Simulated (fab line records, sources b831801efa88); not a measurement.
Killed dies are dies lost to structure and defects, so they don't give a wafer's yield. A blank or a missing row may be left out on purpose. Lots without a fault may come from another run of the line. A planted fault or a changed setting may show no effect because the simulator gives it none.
Which tool did it? | flow gf180mcu | 6 lots, 18 wafers sampled, at 1 step of a route of 602

WHAT THE GAUGES READ, wafer by wafer
GF_HV_LDD_THK_MEAS_57.
lot  | measured     | on            | HV_LDD_CVD_56_THK (nm)
L859 | day 13 17:51 | film_metro-01 | 90.0 89.6 90.2
L864 | day 15 15:17 | film_metro-02 | 88.7 89.7 89.1
L866 | day 16 04:32 | film_metro-01 | 89.5 90.8 89.9
L870 | day 17 07:52 | film_metro-01 | 89.7 89.6 90.0
L873 | day 18 04:48 | film_metro-01 | 89.5 90.0 90.4
L876 | day 19 03:43 | film_metro-04 | 89.5 89.7 89.4

WHICH TOOL RAN EACH LOT (tool, then ch and the chambers of the sampled wafers, then the start)
The record holds no process step before these readings.

THE ANSWER, worked out from the rows above alone
Rule: what is usual is taken from the lots themselves. Put in order of their means at a reading, lots are off if they are a third of the lots or fewer, leave a main group of 4 or more, and stand apart from it by a gap of 3 or more times the standard deviation of the main group's means; of several such gaps the widest counts. A main group whose means are all the same, to the digits that the tables above print for the reading, isn't used. A lot without any number at a reading at which 4 lots or more have one is off too. The other lots that the step has rows for count as sound.
No lot is off at any reading shown: from this, nothing can be told.

WHAT THE SIMULATOR HAD PUT IN
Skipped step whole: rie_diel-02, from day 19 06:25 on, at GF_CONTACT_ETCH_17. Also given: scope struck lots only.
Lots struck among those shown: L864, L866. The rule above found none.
